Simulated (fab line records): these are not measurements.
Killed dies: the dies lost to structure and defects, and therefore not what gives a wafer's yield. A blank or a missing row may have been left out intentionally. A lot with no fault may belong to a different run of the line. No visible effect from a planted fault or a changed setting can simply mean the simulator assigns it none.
The tool behind it: which one? -- flow sky130 -- 13 lots, 39 wafers sampled, at 4 steps of a route of 708

WHAT THE GAUGES SHOWED, per wafer
SKY_CONTACT_CD_MEAS_14: target cd 170 nm.
lot,measured,on,cdNm (nm)
L439,day 31 14:52,cdSem-02,171.5 169.4 169.6
L440,day 32 01:14,cdSem-01,169.1 168.7 167.3
L441,day 32 04:39,cdSem-01,171.4 172.5 172.0
L442,day 32 22:11,cdSem-02,169.1 170.0 170.2
L443,day 32 22:59,cdSem-02,169.0 169.2 168.7
L448,day 35 03:43,cdSem-02,171.7 172.4 171.7
L450,day 35 22:42,cdSem-01,173.4 172.7 173.6
L452,day 37 00:50,cdSem-01,170.3 170.2 169.5
L453,day 37 06:52,cdSem-01,168.9 168.4 168.1
L454,day 37 07:58,cdSem-01,167.7 169.3 168.2
L458,day 37 21:26,cdSem-01,172.4 171.2 172.0
L460,day 38 21:11,cdSem-01,171.1 170.5 170.6
L461,day 39 12:08,cdSem-01,169.9 169.9 170.0

SKY_METAL1_CD_MEAS_15: target cd 140 nm.
lot,measured,on,cdNm (nm)
L439,day 32 19:19,cdSem-01,138.8 138.0 139.6
L440,day 33 06:05,cdSem-01,141.6 142.2 139.9
L441,day 33 09:04,cdSem-01,142.3 140.2 139.9
L442,day 34 02:17,cdSem-01,137.8 138.5 139.5
L443,day 34 03:13,cdSem-02,140.6 140.1 140.7
L448,day 36 08:10,cdSem-01,142.9 142.1 143.3
L450,day 37 02:29,cdSem-01,139.2 139.9 140.0
L452,day 38 04:10,cdSem-02,140.3 140.7 140.6
L453,day 38 09:56,cdSem-01,137.9 139.4 138.8
L454,day 38 11:29,cdSem-01,139.2 138.0 137.9
L458,day 39 00:02,cdSem-02,142.7 142.9 143.2
L460,day 40 00:20,cdSem-01,140.0 138.1 140.3
L461,day 40 14:38,cdSem-01,139.8 138.6 138.0

SKY_METAL2_CD_MEAS_15: target cd 140 nm.
lot,measured,on,cdNm (nm)
L439,day 35 02:35,cdSem-02,140.2 139.4 139.8
L440,day 35 14:11,cdSem-02,139.2 140.9 141.3
L441,day 35 17:18,cdSem-01,141.5 140.0 141.8
L442,day 36 10:35,cdSem-02,139.4 140.1 139.1
L443,day 36 10:55,cdSem-01,140.8 140.9 140.7
L448,day 38 15:07,cdSem-01,138.5 139.3 140.5
L450,day 39 07:49,cdSem-02,138.5 138.1 139.1
L452,day 40 09:29,cdSem-02,137.9 136.2 137.5
L453,day 40 16:04,cdSem-01,138.1 137.2 138.0
L454,day 40 16:23,cdSem-02,141.4 139.7 140.8
L458,day 41 03:41,cdSem-02,141.0 139.2 140.3
L460,day 42 03:20,cdSem-02,138.0 138.3 138.1
L461,day 42 15:35,cdSem-01,139.4 139.4 138.5

WHAT TOOL EACH LOT RAN ON (gives the tool, then ch and the chambers of the sampled wafers, and finally the start)
lot,SKY_METAL1_DEVELOP_14
L439,"lithoTrack-01 ch 0, day 32 19:00"
L440,"lithoTrack-04 ch 0, day 33 05:00"
L441,"lithoTrack-04 ch 0, day 33 08:00"
L442,"lithoTrack-03 ch 0, day 34 02:00"
L443,"lithoTrack-03 ch 0, day 34 03:00"
L448,"lithoTrack-03 ch 0, day 36 08:00"
L450,"lithoTrack-01 ch 0, day 37 02:00"
L452,"lithoTrack-01 ch 0, day 38 04:00"
L453,"lithoTrack-04 ch 0, day 38 09:00"
L454,"lithoTrack-03 ch 0, day 38 11:00"
L458,"lithoTrack-03 ch 0, day 38 23:00"
L460,"lithoTrack-03 ch 0, day 40 00:00"
L461,"lithoTrack-03 ch 0, day 40 14:00"
- SKY_METAL1_DEVELOP_14: develop time 60 s.

WHAT THE TOOLS THEMSELVES READ (means of the sampled wafers that have a number; where no wafer has one, the mark that the record gives instead)
SKY_METAL1_DEVELOP_14.
lot,tool,developerTempC (C),resistLineTempC (C)
L439,lithoTrack-01,21.04,22.95
L440,lithoTrack-04,21.03,23.07
L441,lithoTrack-04,20.95,22.85
L442,lithoTrack-03,20.88,23.20
L443,lithoTrack-03,21.05,23.04
L448,lithoTrack-03,21.03,23.19
L450,lithoTrack-01,21.59,23.03
L452,lithoTrack-01,21.66,23.00
L453,lithoTrack-04,21.05,23.05
L454,lithoTrack-03,21.07,22.95
L458,lithoTrack-03,21.01,22.95
L460,lithoTrack-03,21.01,23.03
L461,lithoTrack-03,21.02,23.13

THE ANSWER, worked out from the rows above alone
Rule: usual is defined by the lots themselves. The widest of any qualifying gaps counts: lots, ordered by their means at a reading, are off when they make up no more than a third of the lots, leave a main group of 4 or more, and stand apart from it by 3 or more times the standard deviation of that group's means. A main group is skipped when, at the precision printed for the reading in the tables above, its means are all equal. A lot without any number at a reading at which 4 lots or more have one is off too. All remaining lots with rows at the step are treated as sound. After the gauges, taken in route order, come the tools' own readings; for these a lot's mean is taken, as printed above. At the first step where some lot is off, the reading lying furthest off is the one used; lots without a number count as furthest.
Off, at SKY_METAL1_DEVELOP_14 on developerTempC: L450, L452. The main group: mean 21.01 C, standard deviation 0.051.
If a tool, at that step or one of the process steps before it, ran each lot that is off and ran no sound lot following the first of them, it fits. One candidate fits, namely lithoTrack-01 at SKY_METAL1_DEVELOP_14. Its last sound lot is L439 (day 32 19:00), its first lot that is off L450 (day 37 02:00): a fault that began between those two fits.
The tool's own readings at SKY_METAL1_DEVELOP_14 bear it out: on the lots that are off they differ by more than 5 times the standard deviation of the sound lots' means. developerTempC reads 21.62 C there against 21.01 C on the sound lots.

WHAT THE SIMULATOR HAD PUT IN
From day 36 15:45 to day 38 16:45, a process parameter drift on lithoTrack-01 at SKY_METAL1_DEVELOP_14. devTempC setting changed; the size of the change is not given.
Lots struck among those shown: L450, L452. Same finding as the rule above.
